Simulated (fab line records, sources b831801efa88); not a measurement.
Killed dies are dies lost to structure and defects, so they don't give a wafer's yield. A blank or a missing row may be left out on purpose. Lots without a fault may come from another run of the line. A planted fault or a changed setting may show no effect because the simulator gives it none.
fab line records | flow sky130
record lots=13 wafers=39 last_day=50
route steps=708 shown LDD_P@265 LDD_HVN@276 LOCAL_INTERCONNECT@399 METAL5@664 PASSIVATION@681
lots that met no fault: from a run of the same line without faults
start_h: hours from the record's first day to the start of the lot's first wafer shown | wait_h: hours since the lot's step before | " the same as in the row above | L1.1+2: a row that stands for several wafers | - no value, or no start given | * or withheld: withheld | < > ~ a bound
route shown NAME@n: a module of which the file shows steps, and the number in the route of the first | usual: mean/standard deviation of fault-free wafers | same: alike in all rows | chamber/n: place in a boat | sites: the reading at each site | _std_site: their standard deviation | _edge_site: outer sites' mean less inner sites' | radius_mm: how far each site lies from the wafer's centre | mask NAME#n: copy n | behind: the tool/chamber that last shaped the wafer | hold: why the lot was held/for how many hours/how that ended | device: the transistor (n, p or np) that didn't switch | end of line: the same wafers' tests at the end of the route | a step without rows: its recipe alone | killed: dies lost to structure and defects at the first sort, not the wafer's yield | map: a wafer's dies, x killed, . not, _ none there
set.NAME: the setting as run; set.NAME@STEP: as run at that earlier step | model.NAME: the simulator's own value behind a step, which no gauge read
steps of the route over a sample of lots; a table a step, a row a wafer
services: from which hour (start_h, from the record's first day; less than 0 if before it) a tool's chamber was out of use, for how many hours, and why
## steps
# step SKY_LDD_P_STRIP_10
# recipe chemistry=O2/N2 power_w=1400 pressure_mtorr=1500 platen_temp_c=withheld o2_flow_sccm=3000 n2_flow_sccm=300 overash_fraction=0.5
# usual drypump_motor_current_A=6.0/0.41 oes_product_au=0.716/0.0046 strip_time_to_endpoint_s=14.19/0.04
# columns lot.wafer tool chamber start_h wait_h drypump_motor_current_A oes_product_au rf_hours_counter_h strip_time_to_endpoint_s
L767.1 plasma_asher-02 0 440.23 0.1 6.5 0.711 1 14.24
L767.2 " 1 " " 5.8 0.712 1 14.28
L767.6 " 0 " " 6.6 0.725 - 14.27
L768.3 plasma_asher-04 1 456.47 0.1 6.0 0.717 - 14.16
L768.5 " 1 " " 6.0 0.718 - 14.21
L768.6 " 0 " " 5.6 0.722 - 14.19
L769.3 plasma_asher-02 1 468.49 0.1 5.8 0.712 - 14.19
L769.4 " 0 " " 6.6 0.719 - 14.25
L769.5 " 0 " " 6.6 0.719 - 14.22
L770.3 plasma_asher-03 1 476.77 0.1 6.4 0.720 - 14.19
L770.5 " 1 " " 6.4 0.713 - 14.17
L770.6 " 0 " " 5.4 0.709 - 14.12
L772.3 plasma_asher-02 0 492.29 0.1 6.5 0.714 - 14.18
L772.5 " 0 " " 6.6 0.716 - 14.22
L772.6 " 1 " " 5.7 0.715 - 14.20
L773.1 plasma_asher-04 0 498.43 0.1 5.6 0.708 69 14.21
L773.2 " 1 " " 6.0 0.721 69 14.20
L773.5 " 0 " " 5.6 0.711 - 14.24
L774.2 plasma_asher-04 1 510.23 0.1 6.0 0.714 71 14.13
L774.5 " 0 " " 5.6 0.715 - 14.11
L774.6 " 1 " " 6.0 0.719 - 14.16
L775.3 plasma_asher-02 0 518.22 0.1 6.6 0.719 - 14.18
L775.4 " 1 " " 5.7 0.712 - 14.18
L775.5 " 0 " " 6.5 0.711 - 14.15
L776.2 plasma_asher-03 1 533.88 0.1 6.4 0.714 86 14.14
L776.3 " 1 " " 6.4 0.712 - 14.16
L776.4 " 0 " " 5.4 0.711 - 14.17
L779.2 plasma_asher-02 1 558.70 0.1 5.8 0.716 11 14.21
L779.5 " 1 " " 5.8 0.707 - 14.18
L779.6 " 0 " " 6.5 0.718 - 14.18
L780.2 plasma_asher-02 0 562.10 0.1 6.5 0.945 12 -
L780.3 " 1 " " 5.8 0.937 - -
L780.6 " 1 " " 5.8 0.945 - -
L788.1 plasma_asher-02 1 618.30 0.1 5.8 0.708 17 14.18
L788.3 " 1 " " 5.8 0.715 - 14.16
L788.5 " 1 " " 5.8 0.714 - 14.19
L789.1 plasma_asher-03 0 635.46 0.1 5.4 0.717 96 14.17
L789.2 " 1 " " 6.4 0.716 96 14.22
L789.5 " 0 " " 5.4 0.709 - 14.22
# step SKY_LDD_HVN_STRIP_09
# recipe chemistry=O2/N2 power_w=1400 pressure_mtorr=1500 platen_temp_c=withheld o2_flow_sccm=3000 n2_flow_sccm=300 overash_fraction=0.5
# usual drypump_motor_current_A=5.7/0.58 oes_product_au=0.409/0.0047 strip_time_to_endpoint_s=4.135/0.015
# columns lot.wafer tool chamber start_h wait_h drypump_motor_current_A oes_product_au rf_hours_counter_h strip_time_to_endpoint_s
L767.1 plasma_asher-04 0 471.23 0.1 5.6 0.407 66 4.130
L767.2 " 1 " " 6.0 0.409 66 4.127
L767.6 " 0 " " 5.7 0.406 - 4.136
L768.3 plasma_asher-04 0 487.03 0.1 5.7 0.410 - 4.148
L768.5 " 0 " " 5.6 0.407 - 4.149
L768.6 " 1 " " 6.0 0.406 - 4.132
L769.3 plasma_asher-04 1 499.86 0.1 6.0 0.406 - 4.139
L769.4 " 0 " " 5.6 0.415 - 4.138
L769.5 " 0 " " 5.6 0.409 - 4.131
L770.3 plasma_asher-04 0 507.17 0.1 5.6 0.406 - 4.153
L770.5 " 1 " " 6.0 0.409 - 4.177
L770.6 " 0 " " 5.6 0.409 - 4.158
L772.3 plasma_asher-04 1 522.58 0.1 6.0 0.408 - 4.150
L772.5 " 1 " " 6.0 0.412 - 4.149
L772.6 " 0 " " 5.6 0.413 - 4.153
L773.1 plasma_asher-01 1 528.98 0.1 4.8 0.414 41 4.115
L773.2 " 0 " " 5.0 0.412 41 4.124
L773.5 " 0 " " 5.0 0.416 - 4.113
L774.2 plasma_asher-04 1 540.35 0.1 6.0 0.417 73 4.164
L774.5 " 1 " " 6.0 0.421 - 4.146
L774.6 " 0 " " 5.6 0.411 - 4.145
L775.3 plasma_asher-01 1 548.08 0.1 4.8 0.412 - 4.107
L775.4 " 0 " " 5.0 0.408 - 4.130
L775.5 " 0 " " 5.0 0.399 - 4.131
L776.2 plasma_asher-01 0 564.14 0.1 5.0 0.420 45 4.138
L776.3 " 1 " " 4.8 0.406 - 4.129
L776.4 " 0 " " 5.0 0.411 - 4.146
L779.2 plasma_asher-02 1 588.08 0.1 5.8 0.409 14 4.128
L779.5 " 1 " " 5.7 0.404 - 4.130
L779.6 " 0 " " 6.5 0.415 - 4.121
L780.2 plasma_asher-02 0 592.29 0.1 6.6 0.629 15 9.392
L780.3 " 1 " " 5.8 0.623 - 9.384
L780.6 " 1 " " 5.8 0.630 - 9.376
L788.1 plasma_asher-01 0 646.50 0.1 5.0 0.416 53 4.124
L788.3 " 0 " " 5.0 0.404 - 4.118
L788.5 " 1 " " 4.8 0.411 - 4.141
L789.1 plasma_asher-02 0 664.10 0.1 6.5 0.406 22 4.123
L789.2 " 1 " " 5.8 0.408 22 4.118
L789.5 " 1 " " 5.8 0.411 - 4.125
# step SKY_LDD_HVN_TW_MEAS_10
# usual LDD_HVN_TW=1432/11
# columns lot.wafer tool chamber start_h wait_h LDD_HVN_TW
L767.1 film_metro-02 - 471.33 0.1 1449
L767.2 " - " " 1446
L767.6 " - " " 1437
L768.3 film_metro-04 - 487.12 0.1 1418
L768.5 " - " " 1422
L768.6 " - " " 1417
L769.3 film_metro-04 - 499.95 0.1 1416
L769.4 " - " " 1427
L769.5 " - " " 1420
L770.3 film_metro-03 - 507.26 0.1 1445
L770.5 " - " " 1435
L770.6 " - " " 1440
L772.3 film_metro-02 - 522.67 0.1 1423
L772.5 " - " " 1421
L772.6 " - " " 1421
L773.1 film_metro-03 - 529.08 0.1 1442
L773.2 " - " " 1434
L773.5 " - " " 1437
L774.2 film_metro-04 - 540.46 0.1 1417
L774.5 " - " " 1418
L774.6 " - " " 1411
L775.3 film_metro-03 - 548.17 0.1 1434
L775.4 " - " " 1445
L775.5 " - " " 1445
L776.2 film_metro-03 - 564.25 0.1 1455
L776.3 " - " " 1450
L776.4 " - " " 1439
L779.2 film_metro-02 - 588.19 0.1 1426
L779.5 " - " " 1431
L779.6 " - " " 1422
L780.2 film_metro-02 - 592.40 0.1 30
L780.3 " - " " 30
L780.6 " - " " 30
L788.1 film_metro-03 - 646.60 0.1 1453
L788.3 " - " " 1445
L788.5 " - " " 1449
L789.1 film_metro-04 - 664.20 0.1 1412
L789.2 " - " " 1419
L789.5 " - " " 1409
# step SKY_LOCAL_INTERCONNECT_OVL_MEAS_12
# usual LOCAL_INTERCONNECT_OVL=3/4.7
# columns lot.wafer tool chamber start_h wait_h LOCAL_INTERCONNECT_OVL[nm]
L767.1 overlay-01 - 710.56 0.1 5
L767.2 " - " " 0
L767.6 " - " " 5
L768.3 overlay-01 - 724.23 0.1 -5
L768.5 " - " " -2
L768.6 " - " " 1
L769.3 overlay-01 - 737.54 0.1 -4
L769.4 " - " " -1
L769.5 " - " " 13
L770.3 overlay-01 - 744.78 0.1 4
L770.5 " - " " 9
L770.6 " - " " 7
L772.3 overlay-02 - 757.44 0.1 3
L772.5 " - " " 1
L772.6 " - " " 1
L773.1 overlay-02 - 762.56 0.1 1
L773.2 " - " " 7
L773.5 " - " " 3
L774.2 overlay-02 - 774.42 0.1 -2
L774.5 " - " " 6
L774.6 " - " " -3
L775.3 overlay-01 - 778.83 0.1 8
L775.4 " - " " 7
L775.5 " - " " -1
L776.2 overlay-02 - 794.32 0.1 8
L776.3 " - " " -3
L776.4 " - " " 2
L779.2 overlay-02 - 814.82 0.1 6
L779.5 " - " " -3
L779.6 " - " " 4
L780.2 overlay-01 - 819.57 0.1 10
L780.3 " - " " 18
L780.6 " - " " 7
L788.1 overlay-02 - 870.47 0.1 9
L788.3 " - " " 1
L788.5 " - " " 3
L789.1 overlay-01 - 884.23 0.1 0
L789.2 " - " " 7
L789.5 " - " " 2
# step SKY_METAL5_SPUTTER_03
# recipe material=Ti target_thk_nm=5 power_w=3000 time_s=3.3 chamber_pressure_pa=0.4
# usual cathode_dc_power_W=2999.9/0.53 throttle_valve_pct=30.2/0.56
# columns lot.wafer tool chamber start_h wait_h cathode_dc_power_W throttle_valve_pct
L767.1 pvd_sputter-02 - 1009.02 0.0 3001.2 29.6
L767.2 " - " " 3000.0 30.7
L767.6 " - " " 3000.1 30.5
L768.3 pvd_sputter-01 - 1019.91 0.0 2999.5 30.0
L768.5 " - " " 3000.5 30.0
L768.6 " - " " 3000.4 29.8
L770.3 pvd_sputter-03 - 1038.25 0.0 3000.1 30.7
L770.5 " - " " 3000.0 29.6
L770.6 " - " " 2999.9 30.1
L769.3 pvd_sputter-01 - 1038.55 0.0 2999.2 30.0
L769.4 " - " " 2999.7 29.6
L769.5 " - " " 3000.1 29.7
L772.3 pvd_sputter-03 - 1048.25 0.0 2999.7 29.7
L772.5 " - " " 3000.0 29.6
L772.6 " - " " 2998.3 29.8
L773.1 pvd_sputter-02 - 1051.16 0.0 3000.4 30.0
L773.2 " - " " 2999.6 31.1
L773.5 " - " " 2999.3 30.8
L774.2 pvd_sputter-01 - 1064.19 0.0 3000.9 30.2
L774.5 " - " " 3000.5 29.9
L774.6 " - " " 3000.0 30.3
L775.3 pvd_sputter-01 - 1065.96 0.0 2999.5 31.6
L775.4 " - " " 2999.7 30.0
L775.5 " - " " 2999.9 31.1
L776.2 pvd_sputter-02 - 1077.59 0.0 2999.7 30.7
L776.3 " - " " 3001.2 30.3
L776.4 " - " " 2999.8 30.0
L779.2 pvd_sputter-03 - 1095.62 0.0 2999.5 29.7
L779.5 " - " " 2999.5 29.6
L779.6 " - " " 2999.6 29.9
L780.2 pvd_sputter-01 - 1097.50 0.0 3000.1 29.9
L780.3 " - " " 3000.6 31.6
L780.6 " - " " 3000.1 30.1
L788.1 pvd_sputter-03 - 1138.20 0.0 2999.6 29.5
L788.3 " - " " 3000.4 30.1
L788.5 " - " " 3000.1 29.6
L789.1 pvd_sputter-03 - 1147.10 0.0 3000.4 30.1
L789.2 " - " " 3000.5 29.7
L789.5 " - " " 2998.8 29.8
# step SKY_PASSIVATION_CVD_00
# recipe material=SiO2 target_thk_nm=90 temp_c=400 time_s=withheld rf_w=600
# usual heater_power_w=685/120
# columns lot.wafer tool chamber start_h wait_h heater_power_w
L767.1 pecvd-01 2 1033.16 0.0 771
L767.2 " 0 " " 825
L767.6 " 0 " " 841
L768.3 pecvd-04 2 1043.33 0.0 889
L768.5 " 2 " " 875
L768.6 " 1 " " 639
L770.3 pecvd-01 2 1061.20 0.0 695
L770.5 " 1 " " 587
L770.6 " 0 " " 879
L769.3 pecvd-04 0 1061.82 0.0 829
L769.4 " 0 " " 810
L769.5 " 2 " " 824
L772.3 pecvd-03 1 1071.54 0.0 702
L772.5 " 2 " " 635
L772.6 " 1 " " 563
L773.1 pecvd-04 1 1073.10 0.0 640
L773.2 " 0 " " 825
L773.5 " 1 " " 643
L774.2 pecvd-04 0 1086.16 0.0 757
L774.5 " 1 " " 617
L774.6 " 2 " " 809
L775.3 pecvd-04 1 1087.36 0.0 624
L775.4 " 1 " " 620
L775.5 " 0 " " 792
L776.2 pecvd-01 1 1098.96 0.0 475
L776.3 " 0 " " 857
L776.4 " 2 " " 731
L779.2 pecvd-04 1 1117.28 0.0 667
L779.5 " 1 " " 684
L779.6 " 2 " " 861
L780.2 pecvd-03 2 1118.18 0.0 663
L780.3 " 1 " " 684
L780.6 " 0 " " 576
L788.1 pecvd-03 1 1158.02 0.0 705
L788.3 " 0 " " 528
L788.5 " 0 " " 533
L789.1 pecvd-01 1 1165.02 0.0 489
L789.2 " 2 " " 636
L789.5 " 1 " " 506
## services
# columns tool chamber start_h hours kind
plasma_asher-02 - 421.25 9.0 pm
plasma_asher-02 - 426.04 0.7 repair
pvd_sputter-01 - 437.30 10.9 repair
plasma_asher-02 - 446.25 10.6 repair
pvd_sputter-01 - 454.10 2.0 repair
pvd_sputter-01 - 461.92 1.6 repair
pvd_sputter-01 - 483.74 1.5 repair
plasma_asher-02 - 486.81 1.3 repair
plasma_asher-04 - 510.76 3.4 repair
pvd_sputter-01 - 539.58 3.7 repair
pvd_sputter-01 - 562.50 1.7 repair
plasma_asher-02 - 597.31 1.0 repair
plasma_asher-04 - 714.13 0.5 repair
plasma_asher-02 - 741.02 45.4 pm
pecvd-04 1 760.60 6.5 repair
pvd_sputter-01 - 791.25 1.6 repair
plasma_asher-02 - 837.87 0.9 repair
pvd_sputter-03 - 859.13 2.7 repair
pecvd-04 2 861.13 6.7 repair
pecvd-04 2 904.84 2.0 repair
pecvd-04 - 920.88 1.4 repair
plasma_asher-04 - 1055.25 9.0 pm
plasma_asher-02 - 1077.38 2.8 pm
pecvd-04 - 1099.34 2.8 pm
## key
first_sign step=SKY_LDD_P_STRIP_10 reading=oes_product_au direction=up sigmas=49 usual=0.716 struck=0.942
effect step=SKY_LDD_HVN_STRIP_09 reading=strip_time_to_endpoint_s direction=up sigmas=99+ usual=* struck=*
effect step=SKY_LDD_HVN_TW_MEAS_10 reading=LDD_HVN_TW direction=down sigmas=99+ usual=1432 struck=30
met_at SKY_LDD_P_STRIP_10
struck_lots L780
sort_left_out L780.2,L780.3,L780.6
tester_left_out L780
not_acting_at SKY_LOCAL_INTERCONNECT_OVL_MEAS_12,SKY_METAL5_SPUTTER_03,SKY_PASSIVATION_CVD_00
onset_between 558.70 562.10
fault kind=strip_aborted tool=plasma_asher-02 chamber=- onset_h=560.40 steps=SKY_LDD_P_STRIP_10 offset=0.56606 end_h=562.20
# tester_left_out: of these lots the tester's yield and bins aren't shown, on N5 and GAA mostly nor the transistor test; their killed dies are dies lost to structure and defects alone, not to doping, threshold or leakage, so they don't give the yield
# sort_left_out: the simulated sort isn't trusted on such a fault, so these wafers' sort isn't shown, and their yield isn't known
